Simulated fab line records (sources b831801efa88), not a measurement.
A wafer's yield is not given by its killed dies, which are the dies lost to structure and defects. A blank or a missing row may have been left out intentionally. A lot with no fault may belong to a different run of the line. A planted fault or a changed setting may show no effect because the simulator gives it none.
fab line records / flow sky130
record lots=13 wafers=39 lastDay=51
route steps=708 shown FIELD_ISO@25 METAL1@436
lots untouched by any fault: they come from a run of this same line in which no faults occurred
startH: the number of hours between the record's first day and the start of the first shown wafer of the lot / waitH: time in hours since the lot's previous step / " as in the row above / L1.1+2: a single row standing in for several wafers / - value missing, or start not given / * or withheld: withheld / < > ~ a bound
route shown NAME@n: a module of which the file shows steps, and the number in the route of the first / usual: mean/standard deviation taken from wafers without a fault / same: alike in all rows / chamber/n: place in a boat / sites: readings site by site / _std_site: standard deviation across them / _edge_site: mean of outer sites minus mean of inner sites / radiusMm: for every site, how far away it sits from the centre of the wafer / mask NAME#n: copy n / behind: the tool/chamber that last shaped the wafer / hold: cause of the lot's hold/its duration in hours/its outcome / device: names the non-switching transistor (n, p or np) / end of line: the route-end tests of the same wafers / a step given without rows: its recipe and nothing more / killed: count of dies lost to structure and defects at first sort (not the wafer's yield) / map: dies across one wafer; x = killed, . = not, _ = none there
set.NAME: the run value of the setting; set.NAME@STEP: its run value at that earlier step / model.NAME: the simulator's own value behind a step, which no gauge read
steps of the route over a sample of lots; a table a step, a row a wafer
services: the hour from which a tool's chamber was out of use, counted from the record's first day as startH (under 0 if before that day), plus the number of hours and why
## steps
# step SKY_FIELD_ISO_CVD_24
# recipe material=SiO2 targetThkNm=595 tempC=650 sigmaOpenFrac=0.3 timeS=99.2 sih4FlowSccm=60 pressureMtorr=6
# usual pressureMtorr=5.998/0.014
lot.wafer=L661.3 tool=hdpcvd-01 chamber=0 startH=34.45 waitH=0.0 pressureMtorr=5.985
lot.wafer=L661.4 tool=hdpcvd-01 chamber=0 startH=34.45 waitH=0.0 pressureMtorr=5.971
lot.wafer=L661.5 tool=hdpcvd-01 chamber=1 startH=34.45 waitH=0.0 pressureMtorr=6.003
lot.wafer=L663.2 tool=hdpcvd-01 chamber=2 startH=43.68 waitH=0.0 pressureMtorr=5.997
lot.wafer=L663.3 tool=hdpcvd-01 chamber=1 startH=43.68 waitH=0.0 pressureMtorr=6.005
lot.wafer=L663.5 tool=hdpcvd-01 chamber=1 startH=43.68 waitH=0.0 pressureMtorr=6.009
lot.wafer=L662.2 tool=hdpcvd-02 chamber=1 startH=44.03 waitH=0.0 pressureMtorr=5.991
lot.wafer=L662.3 tool=hdpcvd-02 chamber=2 startH=44.03 waitH=0.0 pressureMtorr=6.010
lot.wafer=L662.5 tool=hdpcvd-02 chamber=2 startH=44.03 waitH=0.0 pressureMtorr=6.008
lot.wafer=L666.1 tool=hdpcvd-02 chamber=0 startH=58.96 waitH=0.1 pressureMtorr=6.012
lot.wafer=L666.2 tool=hdpcvd-02 chamber=2 startH=58.96 waitH=0.1 pressureMtorr=6.003
lot.wafer=L666.4 tool=hdpcvd-02 chamber=1 startH=58.96 waitH=0.1 pressureMtorr=5.992
lot.wafer=L667.1 tool=hdpcvd-02 chamber=2 startH=60.28 waitH=0.1 pressureMtorr=4.801
lot.wafer=L667.2 tool=hdpcvd-02 chamber=1 startH=60.28 waitH=0.1 pressureMtorr=4.785
lot.wafer=L667.6 tool=hdpcvd-02 chamber=1 startH=60.28 waitH=0.1 pressureMtorr=4.799
lot.wafer=L671.2 tool=hdpcvd-02 chamber=1 startH=82.59 waitH=0.0 pressureMtorr=4.789
lot.wafer=L671.3 tool=hdpcvd-02 chamber=2 startH=82.59 waitH=0.0 pressureMtorr=4.774
lot.wafer=L671.6 tool=hdpcvd-02 chamber=1 startH=82.59 waitH=0.0 pressureMtorr=4.797
lot.wafer=L673.1 tool=hdpcvd-01 chamber=2 startH=93.10 waitH=0.1 pressureMtorr=6.003
lot.wafer=L673.2 tool=hdpcvd-01 chamber=0 startH=93.10 waitH=0.1 pressureMtorr=6.004
lot.wafer=L673.5 tool=hdpcvd-01 chamber=1 startH=93.10 waitH=0.1 pressureMtorr=6.005
lot.wafer=L675.2 tool=hdpcvd-01 chamber=1 startH=102.88 waitH=0.0 pressureMtorr=5.996
lot.wafer=L675.3 tool=hdpcvd-01 chamber=2 startH=102.88 waitH=0.0 pressureMtorr=6.002
lot.wafer=L675.5 tool=hdpcvd-01 chamber=0 startH=102.88 waitH=0.0 pressureMtorr=5.994
lot.wafer=L677.3 tool=hdpcvd-01 chamber=1 startH=113.77 waitH=0.0 pressureMtorr=6.022
lot.wafer=L677.4 tool=hdpcvd-01 chamber=2 startH=113.77 waitH=0.0 pressureMtorr=5.994
lot.wafer=L677.6 tool=hdpcvd-01 chamber=0 startH=113.77 waitH=0.0 pressureMtorr=6.000
lot.wafer=L678.3 tool=hdpcvd-01 chamber=0 startH=119.93 waitH=0.0 pressureMtorr=5.991
lot.wafer=L678.4 tool=hdpcvd-01 chamber=1 startH=119.93 waitH=0.0 pressureMtorr=6.048
lot.wafer=L678.5 tool=hdpcvd-01 chamber=0 startH=119.93 waitH=0.0 pressureMtorr=5.992
lot.wafer=L679.2 tool=hdpcvd-01 chamber=1 startH=124.32 waitH=0.0 pressureMtorr=6.010
lot.wafer=L679.4 tool=hdpcvd-01 chamber=1 startH=124.32 waitH=0.0 pressureMtorr=5.990
lot.wafer=L679.6 tool=hdpcvd-01 chamber=0 startH=124.32 waitH=0.0 pressureMtorr=6.001
lot.wafer=L682.2 tool=hdpcvd-01 chamber=0 startH=142.85 waitH=0.0 pressureMtorr=5.989
lot.wafer=L682.3 tool=hdpcvd-01 chamber=2 startH=142.85 waitH=0.0 pressureMtorr=6.002
lot.wafer=L682.4 tool=hdpcvd-01 chamber=2 startH=142.85 waitH=0.0 pressureMtorr=6.009
lot.wafer=L684.1 tool=hdpcvd-01 chamber=0 startH=149.46 waitH=0.1 pressureMtorr=6.001
lot.wafer=L684.2 tool=hdpcvd-01 chamber=1 startH=149.46 waitH=0.1 pressureMtorr=5.981
lot.wafer=L684.6 tool=hdpcvd-01 chamber=1 startH=149.46 waitH=0.1 pressureMtorr=5.976
# step SKY_FIELD_ISO_THK_MEAS_25
# recipe reads=SiO2_of_FIELD_ISO_CVD_24
# usual FIELD_ISO_CVD_24_THK=592/6.1
lot.wafer=L661.3 tool=filmMetro-03 chamber=- startH=34.54 waitH=0.1 FIELD_ISO_CVD_24_THK[nm]=605
lot.wafer=L661.4 tool=filmMetro-03 chamber=- startH=34.54 waitH=0.1 FIELD_ISO_CVD_24_THK[nm]=603
lot.wafer=L661.5 tool=filmMetro-03 chamber=- startH=34.54 waitH=0.1 FIELD_ISO_CVD_24_THK[nm]=602
lot.wafer=L663.2 tool=filmMetro-01 chamber=- startH=43.77 waitH=0.0 FIELD_ISO_CVD_24_THK[nm]=590
lot.wafer=L663.3 tool=filmMetro-01 chamber=- startH=43.77 waitH=0.0 FIELD_ISO_CVD_24_THK[nm]=588
lot.wafer=L663.5 tool=filmMetro-01 chamber=- startH=43.77 waitH=0.0 FIELD_ISO_CVD_24_THK[nm]=594
lot.wafer=L662.2 tool=filmMetro-01 chamber=- startH=44.12 waitH=0.0 FIELD_ISO_CVD_24_THK[nm]=599
lot.wafer=L662.3 tool=filmMetro-01 chamber=- startH=44.12 waitH=0.0 FIELD_ISO_CVD_24_THK[nm]=593
lot.wafer=L662.5 tool=filmMetro-01 chamber=- startH=44.12 waitH=0.0 FIELD_ISO_CVD_24_THK[nm]=600
lot.wafer=L666.1 tool=filmMetro-01 chamber=- startH=59.03 waitH=0.0 FIELD_ISO_CVD_24_THK[nm]=591
lot.wafer=L666.2 tool=filmMetro-01 chamber=- startH=59.03 waitH=0.0 FIELD_ISO_CVD_24_THK[nm]=592
lot.wafer=L666.4 tool=filmMetro-01 chamber=- startH=59.03 waitH=0.0 FIELD_ISO_CVD_24_THK[nm]=590
lot.wafer=L667.1 tool=filmMetro-01 chamber=- startH=60.36 waitH=0.0 FIELD_ISO_CVD_24_THK[nm]=592
lot.wafer=L667.2 tool=filmMetro-01 chamber=- startH=60.36 waitH=0.0 FIELD_ISO_CVD_24_THK[nm]=597
lot.wafer=L667.6 tool=filmMetro-01 chamber=- startH=60.36 waitH=0.0 FIELD_ISO_CVD_24_THK[nm]=595
lot.wafer=L671.2 tool=filmMetro-03 chamber=- startH=82.67 waitH=0.0 FIELD_ISO_CVD_24_THK[nm]=597
lot.wafer=L671.3 tool=filmMetro-03 chamber=- startH=82.67 waitH=0.0 FIELD_ISO_CVD_24_THK[nm]=586
lot.wafer=L671.6 tool=filmMetro-03 chamber=- startH=82.67 waitH=0.0 FIELD_ISO_CVD_24_THK[nm]=589
lot.wafer=L673.1 tool=filmMetro-03 chamber=- startH=93.17 waitH=0.0 FIELD_ISO_CVD_24_THK[nm]=588
lot.wafer=L673.2 tool=filmMetro-03 chamber=- startH=93.17 waitH=0.0 FIELD_ISO_CVD_24_THK[nm]=583
lot.wafer=L673.5 tool=filmMetro-03 chamber=- startH=93.17 waitH=0.0 FIELD_ISO_CVD_24_THK[nm]=579
lot.wafer=L675.2 tool=filmMetro-03 chamber=- startH=102.97 waitH=0.0 FIELD_ISO_CVD_24_THK[nm]=596
lot.wafer=L675.3 tool=filmMetro-03 chamber=- startH=102.97 waitH=0.0 FIELD_ISO_CVD_24_THK[nm]=587
lot.wafer=L675.5 tool=filmMetro-03 chamber=- startH=102.97 waitH=0.0 FIELD_ISO_CVD_24_THK[nm]=588
lot.wafer=L677.3 tool=filmMetro-03 chamber=- startH=113.86 waitH=0.1 FIELD_ISO_CVD_24_THK[nm]=590
lot.wafer=L677.4 tool=filmMetro-03 chamber=- startH=113.86 waitH=0.1 FIELD_ISO_CVD_24_THK[nm]=593
lot.wafer=L677.6 tool=filmMetro-03 chamber=- startH=113.86 waitH=0.1 FIELD_ISO_CVD_24_THK[nm]=594
lot.wafer=L678.3 tool=filmMetro-04 chamber=- startH=120.02 waitH=0.1 FIELD_ISO_CVD_24_THK[nm]=591
lot.wafer=L678.4 tool=filmMetro-04 chamber=- startH=120.02 waitH=0.1 FIELD_ISO_CVD_24_THK[nm]=588
lot.wafer=L678.5 tool=filmMetro-04 chamber=- startH=120.02 waitH=0.1 FIELD_ISO_CVD_24_THK[nm]=595
lot.wafer=L679.2 tool=filmMetro-03 chamber=- startH=124.40 waitH=0.0 FIELD_ISO_CVD_24_THK[nm]=588
lot.wafer=L679.4 tool=filmMetro-03 chamber=- startH=124.40 waitH=0.0 FIELD_ISO_CVD_24_THK[nm]=592
lot.wafer=L679.6 tool=filmMetro-03 chamber=- startH=124.40 waitH=0.0 FIELD_ISO_CVD_24_THK[nm]=586
lot.wafer=L682.2 tool=filmMetro-01 chamber=- startH=142.93 waitH=0.0 FIELD_ISO_CVD_24_THK[nm]=594
lot.wafer=L682.3 tool=filmMetro-01 chamber=- startH=142.93 waitH=0.0 FIELD_ISO_CVD_24_THK[nm]=590
lot.wafer=L682.4 tool=filmMetro-01 chamber=- startH=142.93 waitH=0.0 FIELD_ISO_CVD_24_THK[nm]=596
lot.wafer=L684.1 tool=filmMetro-03 chamber=- startH=149.53 waitH=0.0 FIELD_ISO_CVD_24_THK[nm]=590
lot.wafer=L684.2 tool=filmMetro-03 chamber=- startH=149.53 waitH=0.0 FIELD_ISO_CVD_24_THK[nm]=596
lot.wafer=L684.6 tool=filmMetro-03 chamber=- startH=149.53 waitH=0.0 FIELD_ISO_CVD_24_THK[nm]=596
# step SKY_METAL1_SPUTTER_02
# recipe material=AlCu targetThkNm=250 powerW=10600 timeS=13.3 chamberPressurePa=0.4
# usual cathodeDcPowerW=10600/1.9 throttleValvePct=29.5/1.1
lot.wafer=L661.3 tool=pvdSputter-02 chamber=- startH=740.60 waitH=0.0 cathodeDcPowerW=10600 throttleValvePct=29.9
lot.wafer=L661.4 tool=pvdSputter-02 chamber=- startH=740.60 waitH=0.0 cathodeDcPowerW=10603 throttleValvePct=29.3
lot.wafer=L661.5 tool=pvdSputter-02 chamber=- startH=740.60 waitH=0.0 cathodeDcPowerW=10602 throttleValvePct=29.8
lot.wafer=L663.2 tool=pvdSputter-02 chamber=- startH=766.38 waitH=0.0 cathodeDcPowerW=10599 throttleValvePct=29.2
lot.wafer=L663.3 tool=pvdSputter-02 chamber=- startH=766.38 waitH=0.0 cathodeDcPowerW=10603 throttleValvePct=30.1
lot.wafer=L663.5 tool=pvdSputter-02 chamber=- startH=766.38 waitH=0.0 cathodeDcPowerW=10599 throttleValvePct=30.0
lot.wafer=L662.2 tool=pvdSputter-04 chamber=- startH=766.73 waitH=0.0 cathodeDcPowerW=10599 throttleValvePct=28.9
lot.wafer=L662.3 tool=pvdSputter-04 chamber=- startH=766.73 waitH=0.0 cathodeDcPowerW=10596 throttleValvePct=30.7
lot.wafer=L662.5 tool=pvdSputter-04 chamber=- startH=766.73 waitH=0.0 cathodeDcPowerW=10599 throttleValvePct=28.8
lot.wafer=L666.1 tool=pvdSputter-01 chamber=- startH=780.59 waitH=0.0 cathodeDcPowerW=10601 throttleValvePct=29.8
lot.wafer=L666.2 tool=pvdSputter-01 chamber=- startH=780.59 waitH=0.0 cathodeDcPowerW=10598 throttleValvePct=29.8
lot.wafer=L666.4 tool=pvdSputter-01 chamber=- startH=780.59 waitH=0.0 cathodeDcPowerW=10601 throttleValvePct=32.0
lot.wafer=L667.1 tool=pvdSputter-02 chamber=- startH=780.90 waitH=0.0 cathodeDcPowerW=10598 throttleValvePct=27.0
lot.wafer=L667.2 tool=pvdSputter-02 chamber=- startH=780.90 waitH=0.0 cathodeDcPowerW=10602 throttleValvePct=29.1
lot.wafer=L667.6 tool=pvdSputter-02 chamber=- startH=780.90 waitH=0.0 cathodeDcPowerW=10600 throttleValvePct=29.0
lot.wafer=L671.2 tool=pvdSputter-04 chamber=- startH=817.37 waitH=0.0 cathodeDcPowerW=10601 throttleValvePct=29.0
lot.wafer=L671.3 tool=pvdSputter-04 chamber=- startH=817.37 waitH=0.0 cathodeDcPowerW=10603 throttleValvePct=30.6
lot.wafer=L671.6 tool=pvdSputter-04 chamber=- startH=817.37 waitH=0.0 cathodeDcPowerW=10597 throttleValvePct=28.9
lot.wafer=L673.1 tool=pvdSputter-01 chamber=- startH=838.45 waitH=0.0 cathodeDcPowerW=10600 throttleValvePct=32.1
lot.wafer=L673.2 tool=pvdSputter-01 chamber=- startH=838.45 waitH=0.0 cathodeDcPowerW=10600 throttleValvePct=29.8
lot.wafer=L673.5 tool=pvdSputter-01 chamber=- startH=838.45 waitH=0.0 cathodeDcPowerW=10598 throttleValvePct=31.9
lot.wafer=L675.2 tool=pvdSputter-04 chamber=- startH=854.91 waitH=0.0 cathodeDcPowerW=10599 throttleValvePct=30.2
lot.wafer=L675.3 tool=pvdSputter-04 chamber=- startH=854.91 waitH=0.0 cathodeDcPowerW=10601 throttleValvePct=29.6
lot.wafer=L675.5 tool=pvdSputter-04 chamber=- startH=854.91 waitH=0.0 cathodeDcPowerW=10600 throttleValvePct=28.9
lot.wafer=L677.3 tool=pvdSputter-02 chamber=- startH=867.91 waitH=0.0 cathodeDcPowerW=10600 throttleValvePct=27.0
lot.wafer=L677.4 tool=pvdSputter-02 chamber=- startH=867.91 waitH=0.0 cathodeDcPowerW=10600 throttleValvePct=30.2
lot.wafer=L677.6 tool=pvdSputter-02 chamber=- startH=867.91 waitH=0.0 cathodeDcPowerW=10600 throttleValvePct=29.4
lot.wafer=L678.3 tool=pvdSputter-02 chamber=- startH=869.43 waitH=0.0 cathodeDcPowerW=10601 throttleValvePct=27.1
lot.wafer=L678.4 tool=pvdSputter-02 chamber=- startH=869.43 waitH=0.0 cathodeDcPowerW=10601 throttleValvePct=29.2
lot.wafer=L678.5 tool=pvdSputter-02 chamber=- startH=869.43 waitH=0.0 cathodeDcPowerW=10601 throttleValvePct=30.0
lot.wafer=L679.2 tool=pvdSputter-01 chamber=- startH=879.70 waitH=0.0 cathodeDcPowerW=10599 throttleValvePct=29.8
lot.wafer=L679.4 tool=pvdSputter-01 chamber=- startH=879.70 waitH=0.0 cathodeDcPowerW=10597 throttleValvePct=30.2
lot.wafer=L679.6 tool=pvdSputter-01 chamber=- startH=879.70 waitH=0.0 cathodeDcPowerW=10599 throttleValvePct=29.9
lot.wafer=L684.1 tool=pvdSputter-04 chamber=- startH=936.77 waitH=0.0 cathodeDcPowerW=10597 throttleValvePct=30.5
lot.wafer=L684.2 tool=pvdSputter-04 chamber=- startH=936.77 waitH=0.0 cathodeDcPowerW=10600 throttleValvePct=28.7
lot.wafer=L684.6 tool=pvdSputter-04 chamber=- startH=936.77 waitH=0.0 cathodeDcPowerW=10601 throttleValvePct=29.9
lot.wafer=L682.2 tool=pvdSputter-01 chamber=- startH=940.22 waitH=0.0 cathodeDcPowerW=10596 throttleValvePct=29.8
lot.wafer=L682.3 tool=pvdSputter-01 chamber=- startH=940.22 waitH=0.0 cathodeDcPowerW=10598 throttleValvePct=30.2
lot.wafer=L682.4 tool=pvdSputter-01 chamber=- startH=940.22 waitH=0.0 cathodeDcPowerW=10597 throttleValvePct=31.8
# step SKY_METAL1_SPUTTER_03
# recipe material=Ti targetThkNm=5 powerW=3000 timeS=3.3 chamberPressurePa=0.4
# usual cathodeDcPowerW=3000.0/0.53 throttleValvePct=29.5/1.1
lot.wafer=L661.3 tool=pvdSputter-02 chamber=- startH=740.62 waitH=0.0 cathodeDcPowerW=2999.2 throttleValvePct=29.9
lot.wafer=L661.4 tool=pvdSputter-02 chamber=- startH=740.62 waitH=0.0 cathodeDcPowerW=3000.1 throttleValvePct=29.3
lot.wafer=L661.5 tool=pvdSputter-02 chamber=- startH=740.62 waitH=0.0 cathodeDcPowerW=3000.1 throttleValvePct=29.9
lot.wafer=L663.2 tool=pvdSputter-02 chamber=- startH=766.40 waitH=0.0 cathodeDcPowerW=2999.7 throttleValvePct=29.4
lot.wafer=L663.3 tool=pvdSputter-02 chamber=- startH=766.40 waitH=0.0 cathodeDcPowerW=2999.5 throttleValvePct=29.8
lot.wafer=L663.5 tool=pvdSputter-02 chamber=- startH=766.40 waitH=0.0 cathodeDcPowerW=2999.1 throttleValvePct=29.9
lot.wafer=L662.2 tool=pvdSputter-04 chamber=- startH=766.75 waitH=0.0 cathodeDcPowerW=2999.5 throttleValvePct=28.9
lot.wafer=L662.3 tool=pvdSputter-04 chamber=- startH=766.75 waitH=0.0 cathodeDcPowerW=2999.7 throttleValvePct=30.4
lot.wafer=L662.5 tool=pvdSputter-04 chamber=- startH=766.75 waitH=0.0 cathodeDcPowerW=2999.6 throttleValvePct=29.0
lot.wafer=L666.1 tool=pvdSputter-01 chamber=- startH=780.61 waitH=0.0 cathodeDcPowerW=3000.7 throttleValvePct=30.1
lot.wafer=L666.2 tool=pvdSputter-01 chamber=- startH=780.61 waitH=0.0 cathodeDcPowerW=2999.7 throttleValvePct=29.9
lot.wafer=L666.4 tool=pvdSputter-01 chamber=- startH=780.61 waitH=0.0 cathodeDcPowerW=2999.7 throttleValvePct=32.2
lot.wafer=L667.1 tool=pvdSputter-02 chamber=- startH=780.93 waitH=0.0 cathodeDcPowerW=3000.0 throttleValvePct=27.4
lot.wafer=L667.2 tool=pvdSputter-02 chamber=- startH=780.93 waitH=0.0 cathodeDcPowerW=3000.6 throttleValvePct=29.2
lot.wafer=L667.6 tool=pvdSputter-02 chamber=- startH=780.93 waitH=0.0 cathodeDcPowerW=2999.5 throttleValvePct=29.3
lot.wafer=L671.2 tool=pvdSputter-04 chamber=- startH=817.39 waitH=0.0 cathodeDcPowerW=3000.9 throttleValvePct=28.9
lot.wafer=L671.3 tool=pvdSputter-04 chamber=- startH=817.39 waitH=0.0 cathodeDcPowerW=2999.5 throttleValvePct=30.6
lot.wafer=L671.6 tool=pvdSputter-04 chamber=- startH=817.39 waitH=0.0 cathodeDcPowerW=3000.1 throttleValvePct=29.0
lot.wafer=L673.1 tool=pvdSputter-01 chamber=- startH=838.48 waitH=0.0 cathodeDcPowerW=2999.4 throttleValvePct=32.1
lot.wafer=L673.2 tool=pvdSputter-01 chamber=- startH=838.48 waitH=0.0 cathodeDcPowerW=3000.0 throttleValvePct=29.9
lot.wafer=L673.5 tool=pvdSputter-01 chamber=- startH=838.48 waitH=0.0 cathodeDcPowerW=2999.9 throttleValvePct=31.9
lot.wafer=L675.2 tool=pvdSputter-04 chamber=- startH=854.94 waitH=0.0 cathodeDcPowerW=3001.3 throttleValvePct=29.9
lot.wafer=L675.3 tool=pvdSputter-04 chamber=- startH=854.94 waitH=0.0 cathodeDcPowerW=2999.0 throttleValvePct=29.9
lot.wafer=L675.5 tool=pvdSputter-04 chamber=- startH=854.94 waitH=0.0 cathodeDcPowerW=2999.7 throttleValvePct=28.8
lot.wafer=L677.3 tool=pvdSputter-02 chamber=- startH=867.94 waitH=0.0 cathodeDcPowerW=3000.2 throttleValvePct=27.0
lot.wafer=L677.4 tool=pvdSputter-02 chamber=- startH=867.94 waitH=0.0 cathodeDcPowerW=3000.5 throttleValvePct=30.0
lot.wafer=L677.6 tool=pvdSputter-02 chamber=- startH=867.94 waitH=0.0 cathodeDcPowerW=3000.5 throttleValvePct=29.2
lot.wafer=L678.3 tool=pvdSputter-02 chamber=- startH=869.45 waitH=0.0 cathodeDcPowerW=3000.4 throttleValvePct=26.9
lot.wafer=L678.4 tool=pvdSputter-02 chamber=- startH=869.45 waitH=0.0 cathodeDcPowerW=2999.7 throttleValvePct=29.3
lot.wafer=L678.5 tool=pvdSputter-02 chamber=- startH=869.45 waitH=0.0 cathodeDcPowerW=2999.5 throttleValvePct=30.2
lot.wafer=L679.2 tool=pvdSputter-01 chamber=- startH=879.72 waitH=0.0 cathodeDcPowerW=2999.3 throttleValvePct=30.1
lot.wafer=L679.4 tool=pvdSputter-01 chamber=- startH=879.72 waitH=0.0 cathodeDcPowerW=3000.1 throttleValvePct=30.5
lot.wafer=L679.6 tool=pvdSputter-01 chamber=- startH=879.72 waitH=0.0 cathodeDcPowerW=2999.8 throttleValvePct=30.0
lot.wafer=L684.1 tool=pvdSputter-04 chamber=- startH=936.79 waitH=0.0 cathodeDcPowerW=2999.5 throttleValvePct=30.6
lot.wafer=L684.2 tool=pvdSputter-04 chamber=- startH=936.79 waitH=0.0 cathodeDcPowerW=3000.7 throttleValvePct=28.9
lot.wafer=L684.6 tool=pvdSputter-04 chamber=- startH=936.79 waitH=0.0 cathodeDcPowerW=3000.1 throttleValvePct=29.8
lot.wafer=L682.2 tool=pvdSputter-01 chamber=- startH=940.25 waitH=0.0 cathodeDcPowerW=3000.1 throttleValvePct=29.6
lot.wafer=L682.3 tool=pvdSputter-01 chamber=- startH=940.25 waitH=0.0 cathodeDcPowerW=2999.6 throttleValvePct=30.1
lot.wafer=L682.4 tool=pvdSputter-01 chamber=- startH=940.25 waitH=0.0 cathodeDcPowerW=3000.6 throttleValvePct=31.7
## services
tool=pvdSputter-04 chamber=- startH=10.63 hours=0.9 kind=repair
tool=pvdSputter-02 chamber=- startH=188.85 hours=1.7 kind=repair
tool=pvdSputter-02 chamber=- startH=196.80 hours=9.9 kind=repair
tool=hdpcvd-01 chamber=- startH=261.65 hours=2.8 kind=pm
tool=hdpcvd-01 chamber=- startH=304.20 hours=0.7 kind=repair
tool=hdpcvd-01 chamber=1 startH=355.39 hours=6.7 kind=repair
tool=hdpcvd-01 chamber=- startH=366.25 hours=15.0 kind=pm
tool=pvdSputter-02 chamber=- startH=395.30 hours=2.6 kind=repair
tool=hdpcvd-01 chamber=0 startH=400.47 hours=15.7 kind=repair
tool=pvdSputter-02 chamber=- startH=418.67 hours=19.5 kind=repair
tool=hdpcvd-01 chamber=- startH=480.22 hours=0.8 kind=pm
tool=pvdSputter-02 chamber=- startH=505.90 hours=11.0 kind=repair
tool=hdpcvd-01 chamber=- startH=578.91 hours=0.9 kind=repair
tool=hdpcvd-01 chamber=2 startH=582.22 hours=5.1 kind=repair
tool=pvdSputter-02 chamber=- startH=618.48 hours=8.9 kind=repair
tool=pvdSputter-02 chamber=- startH=648.85 hours=3.4 kind=repair
tool=pvdSputter-02 chamber=- startH=671.33 hours=1.2 kind=repair
tool=pvdSputter-02 chamber=- startH=678.80 hours=2.5 kind=repair
tool=pvdSputter-02 chamber=- startH=740.95 hours=5.5 kind=repair
tool=hdpcvd-01 chamber=- startH=753.47 hours=3.0 kind=repair
tool=hdpcvd-01 chamber=- startH=756.11 hours=0.4 kind=repair
tool=pvdSputter-02 chamber=- startH=820.47 hours=1.4 kind=repair
tool=hdpcvd-01 chamber=1 startH=846.22 hours=5.1 kind=repair
tool=pvdSputter-02 chamber=- startH=919.42 hours=3.8 kind=repair
## key
firstSign step=SKY_FIELD_ISO_CVD_24 reading=pressureMtorr direction=down sigmas=88 usual=5.998 struck=4.791
effect none on later readings
metAt SKY_FIELD_ISO_CVD_24
struckLots L667,L671
testerLeftOut L667,L671
notActingAt SKY_FIELD_ISO_THK_MEAS_25,SKY_METAL1_SPUTTER_02,SKY_METAL1_SPUTTER_03
onsetBetween 58.96 60.28
fault kind=processParameterDrift tool=hdpcvd-02 chamber=- onsetH=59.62 steps=SKY_FIELD_ISO_CVD_24 channel=pressureMtorr offset=-1.2 shape=step endH=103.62 actsIn=theseRecipesOnly stated=6
# testerLeftOut: of these lots the tester's yield and bins aren't shown, on N5 and GAA mostly nor the transistor test; their killed dies are dies lost to structure and defects alone, not to doping, threshold or leakage, so they don't give the yield
